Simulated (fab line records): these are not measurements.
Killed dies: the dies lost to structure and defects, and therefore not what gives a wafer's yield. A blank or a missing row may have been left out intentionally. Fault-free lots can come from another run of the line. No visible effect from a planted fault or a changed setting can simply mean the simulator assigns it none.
fab line records	flow gf180mcu
record lots=24	wafers=72	lastDay=34
route steps=602 shown SALICIDE@284 M1@321 V3@445 M4@460 V4@498 M5@537
lots with no fault: from the same line, run without faults
startH: the number of hours between the record's first day and the start of the first shown wafer of the lot	waitH: time in hours since the lot's previous step	" identical to the entry in the row above	L1.1+2: several wafers, shown together as one row	- either no value or no given start	* or withheld: withheld	< > ~ a bound
route shown NAME@n: a module of which the file shows steps, and the number in the route of the first	usual: mean and standard deviation over wafers with no fault	same: alike in all rows	chamber/n: place in a boat	sites: the reading at each site	_std_site: standard deviation across them	_edge_site: inner sites' mean taken away from outer sites' mean	radiusMm: how far each site lies from the wafer's centre	mask NAME#n: copy n	behind: the last tool/chamber to shape the wafer	hold: what put the lot on hold/how long, in hours/how the hold closed	device: whichever transistor did not switch (one of n, p or np)	end of line: tests of these same wafers at the route's end	a step given without rows: its recipe and nothing more	killed: dies that structure and defects cost at the first sort, which is not the same as the wafer's yield	map: the dies of a wafer, with x for killed, . for not killed, _ for no die there
set.NAME: the setting that was run; set.NAME@STEP: the one run at that earlier step	model.NAME: the simulator's own value behind a step, which no gauge read
route steps across a sampled set of lots; one table per step, one row per wafer
services: when a tool's chamber went out of use (startH, in hours from the record's first day, below 0 if earlier), for how many hours, and the reason
## steps
# step GF_SALICIDE_RTA_06
# recipe tempC=530	timeS=30	ambient=N2
# usual lampPowerPct=5.79/0.14	wafer_temp_C_max=532.4/0.49
lot.wafer	tool	chamber	startH	waitH	lampPowerPct	wafer_temp_C_max
L074.3	rtpAnneal-01	0	342.56	0.1	5.65	532.0
L074.4	"	0	"	"	5.65	532.6
L074.5	"	0	"	"	5.64	532.2
L075.1	rtpAnneal-02	0	348.74	0.1	5.94	532.6
L075.3	"	0	"	"	5.94	532.1
L075.6	"	0	"	"	5.93	532.0
L076.2	rtpAnneal-02	0	359.45	0.1	5.94	532.3
L076.3	"	0	"	"	5.94	531.9
L076.4	"	0	"	"	5.93	531.4
L077.2	rtpAnneal-01	0	370.53	0.1	5.65	532.7
L077.3	"	0	"	"	5.64	532.1
L077.5	"	0	"	"	5.64	532.1
L078.1	rtpAnneal-02	0	375.95	0.1	5.94	531.5
L078.2	"	0	"	"	5.93	531.9
L078.6	"	0	"	"	5.93	531.9
L079.3	rtpAnneal-02	0	388.84	0.1	5.93	531.9
L079.5	"	0	"	"	5.94	532.1
L079.6	"	0	"	"	5.94	532.4
L080.3	rtpAnneal-01	0	399.34	0.2	5.64	533.2
L080.4	"	0	"	"	5.65	533.1
L080.5	"	0	"	"	5.65	532.3
L081.2	rtpAnneal-02	0	405.40	0.1	5.94	531.9
L081.3	"	0	"	"	5.94	532.6
L081.5	"	0	"	"	5.94	532.5
L082.2	rtpAnneal-02	0	410.82	0.1	5.93	532.9
L082.3	"	0	"	"	5.94	532.3
L082.6	"	0	"	"	5.93	532.0
L083.1	rtpAnneal-01	0	422.33	0.1	5.65	532.8
L083.5	"	0	"	"	5.65	532.7
L083.6	"	0	"	"	5.65	532.8
L084.2	rtpAnneal-01	0	432.55	0.1	5.66	532.5
L084.4	"	0	"	"	5.65	533.3
L084.6	"	0	"	"	5.65	532.9
L085.2	rtpAnneal-02	0	437.82	0.1	5.93	531.7
L085.4	"	0	"	"	5.94	532.2
L085.5	"	0	"	"	5.94	531.6
L086.3	rtpAnneal-02	0	439.60	0.1	5.93	531.9
L086.4	"	0	"	"	5.94	532.2
L086.6	"	0	"	"	5.93	531.9
L087.2	rtpAnneal-02	0	455.18	0.1	5.93	532.5
L087.3	"	0	"	"	5.94	531.5
L087.5	"	0	"	"	5.93	532.5
L088.1	rtpAnneal-02	0	462.55	0.1	5.94	532.4
L088.3	"	0	"	"	5.93	531.8
L088.6	"	0	"	"	5.93	531.8
L089.3	rtpAnneal-01	0	473.11	0.1	5.65	533.4
L089.4	"	0	"	"	5.65	532.5
L089.6	"	0	"	"	5.65	532.1
L090.1	rtpAnneal-01	0	478.08	0.1	5.65	532.2
L090.2	"	0	"	"	5.65	532.8
L090.3	"	0	"	"	5.65	533.6
L091.1	rtpAnneal-02	0	486.10	0.1	5.93	532.6
L091.3	"	0	"	"	5.93	532.6
L091.6	"	0	"	"	5.93	532.1
L092.3	rtpAnneal-02	0	496.58	0.1	5.93	531.7
L092.4	"	0	"	"	5.93	534.0
L092.6	"	0	"	"	5.94	532.5
L093.2	rtpAnneal-01	0	504.71	0.1	5.65	532.1
L093.3	"	0	"	"	5.64	533.0
L093.4	"	0	"	"	5.65	533.0
L094.2	rtpAnneal-01	0	509.57	0.1	5.64	532.0
L094.5	"	0	"	"	5.64	532.4
L094.6	"	0	"	"	5.63	532.5
L095.1	rtpAnneal-01	0	517.12	0.1	5.65	532.6
L095.3	"	0	"	"	5.65	532.3
L095.5	"	0	"	"	5.64	532.7
L096.1	rtpAnneal-01	0	531.60	0.1	5.64	531.6
L096.2	"	0	"	"	5.64	532.2
L096.6	"	0	"	"	5.64	532.3
L097.3	rtpAnneal-01	0	532.14	0.1	5.65	532.2
L097.4	"	0	"	"	5.65	532.0
L097.5	"	0	"	"	5.64	533.0
# step GF_M1_THK_MEAS_06
# recipe thkMeasGauge=xrf	reads=AlCu_of_M1_SPUTTER_02
# usual M1_ALCU_THK=443/6.7
lot.wafer	tool	chamber	startH	waitH	M1_ALCU_THK[nm]
L074.3	filmMetro-04	-	367.38	0.1	450
L074.4	"	-	"	"	454
L074.5	"	-	"	"	449
L075.1	filmMetro-03	-	373.44	0.1	444
L075.3	"	-	"	"	440
L075.6	"	-	"	"	441
L076.2	filmMetro-03	-	384.42	0.1	452
L076.3	"	-	"	"	451
L076.4	"	-	"	"	447
L077.2	filmMetro-04	-	396.74	0.1	445
L077.3	"	-	"	"	444
L077.5	"	-	"	"	447
L078.1	filmMetro-04	-	401.40	0.1	439
L078.2	"	-	"	"	446
L078.6	"	-	"	"	439
L079.3	filmMetro-04	-	415.21	0.1	450
L079.5	"	-	"	"	447
L079.6	"	-	"	"	454
L080.3	filmMetro-04	-	425.25	0.1	436
L080.4	"	-	"	"	444
L080.5	"	-	"	"	439
L081.2	filmMetro-02	-	431.94	0.1	437
L081.3	"	-	"	"	438
L081.5	"	-	"	"	440
L082.2	filmMetro-02	-	437.37	0.1	433
L082.3	"	-	"	"	434
L082.6	"	-	"	"	437
L083.1	filmMetro-04	-	449.04	0.1	454
L083.5	"	-	"	"	456
L083.6	"	-	"	"	449
L084.2	filmMetro-02	-	458.93	0.1	447
L084.4	"	-	"	"	450
L084.6	"	-	"	"	447
L085.2	filmMetro-03	-	464.79	0.1	445
L085.4	"	-	"	"	447
L085.5	"	-	"	"	450
L086.3	filmMetro-03	-	466.65	0.1	452
L086.4	"	-	"	"	445
L086.6	"	-	"	"	451
L087.2	filmMetro-04	-	482.33	0.1	434
L087.3	"	-	"	"	438
L087.5	"	-	"	"	436
L088.1	filmMetro-03	-	488.86	0.1	449
L088.3	"	-	"	"	445
L088.6	"	-	"	"	449
L089.3	filmMetro-02	-	499.36	0.1	443
L089.4	"	-	"	"	442
L089.6	"	-	"	"	442
L090.1	filmMetro-03	-	503.93	0.1	438
L090.2	"	-	"	"	439
L090.3	"	-	"	"	442
L091.1	filmMetro-02	-	512.41	0.1	426
L091.3	"	-	"	"	430
L091.6	"	-	"	"	429
L092.3	filmMetro-04	-	522.30	0.1	447
L092.4	"	-	"	"	444
L092.6	"	-	"	"	443
L093.2	filmMetro-02	-	530.67	0.1	438
L093.3	"	-	"	"	440
L093.4	"	-	"	"	442
L094.2	filmMetro-03	-	535.34	0.1	438
L094.5	"	-	"	"	439
L094.6	"	-	"	"	435
L095.1	filmMetro-04	-	543.13	0.1	451
L095.3	"	-	"	"	450
L095.5	"	-	"	"	452
L096.1	filmMetro-02	-	556.47	0.1	446
L096.2	"	-	"	"	441
L096.6	"	-	"	"	444
L097.3	filmMetro-02	-	556.84	0.1	441
L097.4	"	-	"	"	442
L097.5	"	-	"	"	441
# step GF_V3_ETCH_16
# recipe chemistry=N2/H2	targetDepthA=withheld	overetchA=withheld	timeS=withheld	target=BARC	ionEnergyEv=200	sourceW=500	biasW=100	pressureMtorr=30	n2FlowSccm=100	h2FlowSccm=200
# usual drypumpMotorCurrentA=5.7/0.4	oesProductAu=0.853/0.0048	throttleValvePct=13.226/0.0087
lot.wafer	tool	chamber	startH	waitH	drypumpMotorCurrentA	oesProductAu	throttleValvePct
L074.3	rieDiel-02	1	516.57	0.0	6.6	0.847	13.234
L074.4	"	3	"	"	6.4	0.856	13.219
L074.5	"	3	"	"	6.4	0.852	13.233
L075.1	rieDiel-02	2	523.69	0.0	5.5	0.859	13.218
L075.3	"	1	"	"	6.6	0.855	13.222
L075.6	"	3	"	"	6.4	0.853	13.219
L076.2	rieDiel-04	1	535.24	0.0	5.8	0.858	13.242
L076.3	"	2	"	"	5.8	0.855	13.235
L076.4	"	0	"	"	5.5	0.859	13.228
L077.2	rieDiel-04	2	545.82	0.0	5.8	0.852	13.221
L077.3	"	0	"	"	5.5	0.850	13.220
L077.5	"	2	"	"	5.8	0.857	13.227
L078.1	rieDiel-04	2	551.07	0.0	5.8	0.861	13.225
L078.2	"	1	"	"	5.8	0.850	13.223
L078.6	"	1	"	"	5.8	0.858	13.226
L079.3	rieDiel-01	3	564.43	0.0	6.0	0.850	13.230
L079.5	"	0	"	"	5.1	0.848	13.219
L079.6	"	3	"	"	6.0	0.855	13.220
L080.3	rieDiel-01	2	572.97	0.0	5.0	0.851	13.211
L080.4	"	1	"	"	5.5	0.846	13.212
L080.5	"	1	"	"	5.6	0.851	13.231
L081.2	rieDiel-02	0	578.49	0.0	5.6	0.847	13.227
L081.3	"	1	"	"	6.6	0.853	13.238
L081.5	"	2	"	"	5.5	0.854	13.233
L082.2	rieDiel-01	3	585.29	0.0	6.0	0.854	13.224
L082.3	"	1	"	"	5.5	0.844	13.219
L082.6	"	3	"	"	6.0	0.861	13.221
L083.1	rieDiel-04	2	594.32	0.0	5.8	0.854	13.216
L083.5	"	2	"	"	5.8	0.854	13.228
L083.6	"	1	"	"	5.8	0.847	13.222
L084.2	rieDiel-04	1	603.58	0.0	5.8	0.848	13.222
L084.4	"	3	"	"	5.7	0.855	13.247
L084.6	"	1	"	"	5.7	0.847	13.227
L086.3	rieDiel-01	0	609.77	0.0	5.1	0.848	13.227
L086.4	"	0	"	"	5.1	0.854	13.225
L086.6	"	1	"	"	5.6	0.853	13.228
L085.2	rieDiel-04	3	609.79	0.0	5.7	0.861	13.234
L085.4	"	0	"	"	5.5	0.848	13.226
L085.5	"	1	"	"	5.8	0.847	13.208
L087.2	rieDiel-01	0	624.83	0.0	5.1	0.859	13.226
L087.3	"	1	"	"	5.6	0.845	13.233
L087.5	"	1	"	"	5.5	0.850	13.227
L088.1	rieDiel-02	2	628.43	0.0	5.5	0.853	13.221
L088.3	"	3	"	"	6.4	0.855	13.222
L088.6	"	1	"	"	6.6	0.860	13.225
L089.3	rieDiel-04	0	637.17	0.0	5.5	0.848	13.212
L089.4	"	2	"	"	5.8	0.846	13.224
L089.6	"	3	"	"	5.7	0.863	13.234
L090.1	rieDiel-01	3	642.43	0.0	6.0	0.857	13.219
L090.2	"	2	"	"	5.0	0.852	13.243
L090.3	"	1	"	"	5.5	0.851	13.213
L091.1	rieDiel-04	0	649.44	0.0	5.5	0.850	13.244
L091.3	"	1	"	"	5.8	0.855	13.236
L091.6	"	3	"	"	5.7	0.844	13.221
L092.3	rieDiel-01	2	657.33	0.0	5.0	0.853	13.239
L092.4	"	1	"	"	5.5	0.849	13.238
L092.6	"	1	"	"	5.5	0.855	13.227
L093.2	rieDiel-04	1	663.23	0.0	5.8	0.849	13.232
L093.3	"	3	"	"	5.7	0.858	13.232
L093.4	"	0	"	"	5.5	0.857	13.228
L094.2	rieDiel-04	0	668.94	0.0	5.5	0.859	13.217
L094.5	"	0	"	"	5.5	0.855	13.224
L094.6	"	1	"	"	5.8	0.852	13.226
L095.1	rieDiel-02	0	675.49	0.0	5.7	0.856	13.217
L095.3	"	1	"	"	6.7	0.853	13.221
L095.5	"	2	"	"	5.5	0.857	13.225
L096.1	rieDiel-02	3	685.59	0.0	6.4	0.848	13.225
L096.2	"	0	"	"	5.7	0.844	13.218
L096.6	"	0	"	"	5.7	0.854	13.228
L097.3	rieDiel-04	1	686.29	0.0	5.7	0.855	13.227
L097.4	"	2	"	"	5.8	0.853	13.225
L097.5	"	1	"	"	5.8	0.847	13.220
# step GF_M4_SPUTTER_04
# recipe material=TiN	targetThkNm=50	powerW=6500	timeS=41.7	chamberPressurePa=0.4
# usual chamberPressurePa=0.4001/0.00082	throttleValvePct=29.7/1
lot.wafer	tool	chamber	startH	waitH	chamberPressurePa	throttleValvePct
L074.3	pvdSputter-02	-	518.14	0.0	0.4007	29.5
L074.4	"	-	"	"	0.3995	29.3
L074.5	"	-	"	"	0.3991	28.8
L075.1	pvdSputter-04	-	525.24	0.0	0.3992	29.7
L075.3	"	-	"	"	0.4005	27.3
L075.6	"	-	"	"	0.3988	30.8
L076.2	pvdSputter-01	-	536.78	0.0	0.3993	30.2
L076.3	"	-	"	"	0.3995	30.4
L076.4	"	-	"	"	0.3996	29.1
L077.2	pvdSputter-02	-	547.36	0.0	0.3990	29.2
L077.3	"	-	"	"	0.4006	31.2
L077.5	"	-	"	"	0.3997	28.5
L078.1	pvdSputter-04	-	552.67	0.0	0.4009	29.7
L078.2	"	-	"	"	0.4003	30.8
L078.6	"	-	"	"	0.3994	29.4
L079.3	pvdSputter-02	-	565.98	0.0	0.4000	29.4
L079.5	"	-	"	"	0.3991	29.3
L079.6	"	-	"	"	0.3987	29.3
L080.3	pvdSputter-02	-	574.51	0.0	0.3997	29.5
L080.4	"	-	"	"	0.3991	29.4
L080.5	"	-	"	"	0.4008	29.3
L081.2	pvdSputter-01	-	580.04	0.0	0.4003	29.0
L081.3	"	-	"	"	0.4007	30.2
L081.5	"	-	"	"	0.4000	29.8
L082.2	pvdSputter-04	-	586.92	0.0	0.3999	29.7
L082.3	"	-	"	"	0.4003	27.6
L082.6	"	-	"	"	0.4002	30.8
L083.1	pvdSputter-02	-	595.89	0.0	0.3996	31.3
L083.5	"	-	"	"	0.3994	29.3
L083.6	"	-	"	"	0.4005	29.3
L084.2	pvdSputter-01	-	605.15	0.0	0.4004	29.7
L084.4	"	-	"	"	0.3993	30.4
L084.6	"	-	"	"	0.4011	29.1
L086.3	pvdSputter-02	-	611.31	0.0	0.4000	28.9
L086.4	"	-	"	"	0.4015	29.2
L086.6	"	-	"	"	0.4000	28.8
L085.2	pvdSputter-01	-	611.32	0.0	0.3991	29.8
L085.4	"	-	"	"	0.3995	29.6
L085.5	"	-	"	"	0.4012	30.1
L087.2	pvdSputter-04	-	626.37	0.0	0.4011	30.8
L087.3	"	-	"	"	0.4001	29.7
L087.5	"	-	"	"	0.4018	29.5
L088.1	pvdSputter-02	-	629.97	0.0	0.4007	29.4
L088.3	"	-	"	"	0.4006	31.2
L088.6	"	-	"	"	0.4004	29.5
L089.3	pvdSputter-02	-	638.71	0.0	0.3984	29.3
L089.4	"	-	"	"	0.3999	31.5
L089.6	"	-	"	"	0.4009	29.4
L090.1	pvdSputter-01	-	644.01	0.0	0.3998	28.9
L090.2	"	-	"	"	0.3995	29.5
L090.3	"	-	"	"	0.3998	30.1
L091.1	pvdSputter-04	-	651.02	0.0	0.3991	31.1
L091.3	"	-	"	"	0.4000	30.6
L091.6	"	-	"	"	0.3990	27.3
L092.3	pvdSputter-04	-	658.96	0.0	0.4009	29.6
L092.4	"	-	"	"	0.3996	27.3
L092.6	"	-	"	"	0.3995	30.9
L093.2	pvdSputter-04	-	664.81	0.0	0.4008	31.2
L093.3	"	-	"	"	0.4010	30.6
L093.4	"	-	"	"	0.4004	29.7
L094.2	pvdSputter-01	-	670.51	0.0	0.3991	29.9
L094.5	"	-	"	"	0.4000	29.9
L094.6	"	-	"	"	0.3997	29.8
L095.1	pvdSputter-02	-	677.03	0.0	0.4002	29.1
L095.3	"	-	"	"	0.3995	29.3
L095.5	"	-	"	"	0.4003	28.8
L096.1	pvdSputter-04	-	687.13	0.0	0.3991	29.9
L096.2	"	-	"	"	0.4017	27.7
L096.6	"	-	"	"	0.4004	30.9
L097.3	pvdSputter-01	-	687.84	0.0	0.4003	29.1
L097.4	"	-	"	"	0.3997	29.8
L097.5	"	-	"	"	0.4013	30.5
# step GF_V4_SPUTTER_22
# recipe material=TiN	targetThkNm=10	chamberPressurePa=5	powerW=4000	timeS=40
# usual chamberPressurePa=5.000/0.01	throttleValvePct=29.5/1.1
lot.wafer	tool	chamber	startH	waitH	chamberPressurePa	throttleValvePct
L074.3	pvdSputter-03	-	565.93	0.0	4.997	29.7
L074.4	"	-	"	"	4.997	28.7
L074.5	"	-	"	"	4.993	29.4
L075.1	pvdSputter-03	-	571.82	0.0	4.997	29.7
L075.3	"	-	"	"	4.992	28.5
L075.6	"	-	"	"	5.004	28.9
L076.2	pvdSputter-03	-	583.97	0.0	5.011	28.7
L076.3	"	-	"	"	5.002	29.3
L076.4	"	-	"	"	5.011	28.6
L077.2	pvdSputter-04	-	592.75	0.0	5.012	31.3
L077.3	"	-	"	"	4.991	30.6
L077.5	"	-	"	"	5.007	27.5
L078.1	pvdSputter-04	-	597.50	0.0	5.011	29.7
L078.2	"	-	"	"	5.006	27.7
L078.6	"	-	"	"	5.006	29.6
L079.3	pvdSputter-04	-	611.72	0.0	4.993	31.1
L079.5	"	-	"	"	4.997	29.6
L079.6	"	-	"	"	5.011	31.0
L080.3	pvdSputter-03	-	619.19	0.0	5.005	29.1
L080.4	"	-	"	"	5.003	29.8
L080.5	"	-	"	"	5.004	28.6
L081.2	pvdSputter-04	-	624.92	0.0	4.982	31.1
L081.3	"	-	"	"	5.007	29.6
L081.5	"	-	"	"	4.997	27.6
L082.2	pvdSputter-04	-	630.30	0.0	4.997	30.7
L082.3	"	-	"	"	5.014	29.7
L082.6	"	-	"	"	5.013	31.2
L083.1	pvdSputter-03	-	638.91	0.0	5.015	29.5
L083.5	"	-	"	"	4.994	29.4
L083.6	"	-	"	"	4.978	28.8
L084.2	pvdSputter-04	-	648.14	0.0	5.005	30.6
L084.4	"	-	"	"	4.989	27.6
L084.6	"	-	"	"	5.005	31.0
L086.3	pvdSputter-03	-	653.60	0.0	4.987	29.4
L086.4	"	-	"	"	4.991	28.9
L086.6	"	-	"	"	5.004	29.2
L085.2	pvdSputter-04	-	654.21	0.0	5.005	30.7
L085.4	"	-	"	"	4.986	29.5
L085.5	"	-	"	"	4.997	29.6
L087.2	pvdSputter-03	-	668.57	0.0	4.995	29.5
L087.3	"	-	"	"	4.988	28.7
L087.5	"	-	"	"	4.995	29.4
L088.1	pvdSputter-02	-	671.52	0.0	4.987	28.7
L088.3	"	-	"	"	4.999	31.5
L088.6	"	-	"	"	5.013	29.1
L089.3	pvdSputter-02	-	679.67	0.0	4.999	31.5
L089.4	"	-	"	"	5.004	28.9
L089.6	"	-	"	"	4.992	28.9
L090.1	pvdSputter-04	-	685.52	0.0	4.990	29.6
L090.2	"	-	"	"	5.006	30.5
L090.3	"	-	"	"	4.995	31.1
L091.1	pvdSputter-04	-	691.59	0.0	5.005	30.9
L091.3	"	-	"	"	4.977	29.5
L091.6	"	-	"	"	4.988	29.7
L092.3	pvdSputter-02	-	699.40	0.0	5.001	28.6
L092.4	"	-	"	"	5.007	29.3
L092.6	"	-	"	"	5.004	29.0
L093.2	pvdSputter-03	-	705.51	0.0	4.999	29.5
L093.3	"	-	"	"	4.989	28.5
L093.4	"	-	"	"	4.981	29.7
L094.2	pvdSputter-03	-	709.96	0.0	4.988	29.2
L094.5	"	-	"	"	4.999	29.8
L094.6	"	-	"	"	4.999	29.1
L095.1	pvdSputter-04	-	716.30	0.0	4.971	30.8
L095.3	"	-	"	"	5.014	27.2
L095.5	"	-	"	"	4.998	31.0
L096.1	pvdSputter-04	-	726.11	0.0	5.006	30.4
L096.2	"	-	"	"	4.981	29.6
L096.6	"	-	"	"	5.016	29.4
L097.3	pvdSputter-03	-	727.48	0.0	5.011	29.0
L097.4	"	-	"	"	5.004	28.7
L097.5	"	-	"	"	4.992	29.3
# step GF_M5_STRIP_11
# recipe chemistry=O2/N2	powerW=1400	pressureMtorr=1500	platenTempC=250	o2FlowSccm=3000	n2FlowSccm=300	overashFraction=0.5
# usual drypumpMotorCurrentA=5.8/0.54	heaterPowerW=355/36	oesProductAu=0.543/0.0057	stripTimeToEndpointS=7.52/0.05
lot.wafer	tool	chamber	startH	waitH	drypumpMotorCurrentA	heaterPowerW	oesProductAu	rfHoursCounterH	stripTimeToEndpointS
L074.3	plasmaAsher-01	0	610.30	0.1	6.6	411	0.545	-	7.56
L074.4	"	1	"	"	6.0	322	0.543	-	7.52
L074.5	"	1	"	"	6.0	318	0.537	-	7.51
L075.1	plasmaAsher-03	1	615.80	0.1	5.1	331	0.543	51	7.55
L075.3	"	1	"	"	5.1	324	0.550	-	7.51
L075.6	"	0	"	"	5.4	345	0.533	-	7.45
L076.2	plasmaAsher-02	1	627.30	0.1	5.7	331	0.553	86	7.57
L076.3	"	1	"	"	5.7	324	0.547	-	7.46
L076.4	"	0	"	"	5.9	365	0.540	-	7.56
L077.2	plasmaAsher-03	0	636.75	0.1	5.4	355	0.545	54	7.50
L077.3	"	1	"	"	5.1	323	0.539	-	7.47
L077.5	"	0	"	"	5.3	351	0.533	-	7.42
L078.1	plasmaAsher-03	1	640.27	0.1	5.1	333	0.542	54	7.49
L078.2	"	0	"	"	5.4	350	0.548	54	7.62
L078.6	"	0	"	"	5.4	347	0.546	-	7.61
L079.3	plasmaAsher-01	1	654.26	0.1	6.0	320	0.544	-	7.55
L079.5	"	1	"	"	6.0	312	0.549	-	7.46
L079.6	"	0	"	"	6.6	422	0.541	-	7.49
L080.3	plasmaAsher-01	0	660.05	0.1	6.7	412	0.540	-	7.52
L080.4	"	1	"	"	6.0	315	0.542	-	7.48
L080.5	"	1	"	"	6.0	317	0.540	-	7.45
L081.2	plasmaAsher-02	1	666.28	0.1	5.7	331	0.540	90	7.55
L081.3	"	1	"	"	5.7	331	0.545	-	7.48
L081.5	"	1	"	"	5.7	321	0.538	-	7.49
L082.2	plasmaAsher-03	0	671.22	0.1	5.4	354	0.542	57	7.46
L082.3	"	1	"	"	5.1	321	0.544	-	7.48
L082.6	"	0	"	"	5.4	347	0.551	-	7.48
L083.1	plasmaAsher-03	1	678.71	0.1	5.1	321	0.538	59	7.48
L083.5	"	0	"	"	5.4	352	0.539	-	7.41
L083.6	"	1	"	"	5.1	319	0.546	-	7.45
L084.2	plasmaAsher-03	0	687.38	0.1	5.4	338	0.549	60	7.51
L084.4	"	0	"	"	5.4	356	0.547	-	7.60
L084.6	"	0	"	"	5.4	343	0.534	-	7.55
L086.3	plasmaAsher-01	0	693.05	0.1	6.7	408	0.550	-	7.54
L086.4	"	1	"	"	6.0	319	0.552	-	7.53
L086.6	"	0	"	"	6.6	416	0.551	-	7.51
L085.2	plasmaAsher-01	1	694.48	0.1	6.0	310	0.542	106	7.50
L085.4	"	0	"	"	6.7	410	0.547	-	7.54
L085.5	"	0	"	"	6.7	412	0.543	-	7.51
L087.2	plasmaAsher-03	0	707.48	0.1	5.5	352	0.546	62	7.53
L087.3	"	0	"	"	5.4	357	0.550	-	7.52
L087.5	"	1	"	"	5.1	334	0.538	-	7.46
L088.1	plasmaAsher-01	1	710.69	0.2	6.0	324	0.542	108	7.49
L088.3	"	1	"	"	6.0	319	0.543	-	7.52
L088.6	"	1	"	"	6.0	318	0.543	-	7.50
L089.3	plasmaAsher-03	1	718.30	0.1	5.1	318	0.540	-	7.45
L089.4	"	0	"	"	5.4	349	0.549	-	7.54
L089.6	"	1	"	"	5.1	328	0.531	-	7.45
L090.1	plasmaAsher-01	0	723.92	0.2	6.7	414	0.545	109	7.50
L090.2	"	1	"	"	6.0	321	0.540	109	7.51
L090.3	"	1	"	"	6.0	322	0.547	-	7.55
L091.1	plasmaAsher-01	1	729.33	0.1	6.0	312	0.544	110	7.53
L091.3	"	0	"	"	6.7	416	0.548	-	7.57
L091.6	"	1	"	"	6.0	321	0.541	-	7.52
L092.3	plasmaAsher-02	0	736.80	0.1	5.9	367	0.543	-	7.59
L092.4	"	1	"	"	5.7	323	0.546	-	7.53
L092.6	"	1	"	"	5.7	328	0.550	-	7.59
L093.2	plasmaAsher-03	1	742.46	0.1	5.1	327	0.544	66	7.49
L093.3	"	0	"	"	5.4	347	0.523	-	7.44
L093.4	"	1	"	"	5.1	327	0.545	-	7.51
L094.2	plasmaAsher-01	0	746.71	0.1	6.6	421	0.540	0	7.55
L094.5	"	1	"	"	6.0	337	0.542	-	7.56
L094.6	"	0	"	"	6.6	418	0.548	-	7.56
L095.1	plasmaAsher-02	1	752.84	0.2	5.7	324	0.557	99	7.55
L095.3	"	0	"	"	5.9	359	0.543	-	7.55
L095.5	"	0	"	"	6.0	369	0.547	-	7.61
L096.1	plasmaAsher-01	0	761.13	0.1	6.7	423	0.541	2	7.50
L096.2	"	1	"	"	6.0	346	0.545	2	7.45
L096.6	"	0	"	"	6.7	409	0.549	-	7.51
L097.3	plasmaAsher-01	0	762.55	0.1	6.7	420	0.553	-	7.55
L097.4	"	1	"	"	6.0	344	0.541	-	7.48
L097.5	"	1	"	"	6.0	336	0.540	-	7.56
## services
tool	chamber	startH	hours	kind
rieDiel-04	-	323.80	14.6	pm
pvdSputter-03	-	354.90	2.1	repair
pvdSputter-03	-	357.98	1.7	repair
pvdSputter-03	-	378.38	39.2	repair
rieDiel-01	2	392.15	2.7	repair
rieDiel-01	-	400.30	1.2	repair
rieDiel-04	-	403.96	0.8	repair
pvdSputter-02	-	430.06	6.2	repair
pvdSputter-02	-	524.51	4.8	repair
rieDiel-04	2	539.92	2.8	repair
rieDiel-04	3	542.34	6.0	repair
rieDiel-01	2	557.65	9.7	repair
rieDiel-04	2	580.00	8.3	repair
rieDiel-01	2	597.54	15.3	repair
rieDiel-01	2	617.91	7.4	repair
pvdSputter-03	-	642.77	6.2	repair
rieDiel-01	2	673.41	4.2	repair
rieDiel-01	0	693.07	3.3	repair
rtpAnneal-02	-	695.39	8.9	pm
plasmaAsher-01	-	713.91	0.3	repair
pvdSputter-04	-	729.90	3.4	repair
plasmaAsher-01	-	730.99	2.2	repair
plasmaAsher-01	-	733.75	9.0	pm
rtpAnneal-01	-	748.29	5.2	pm
## key
fault none
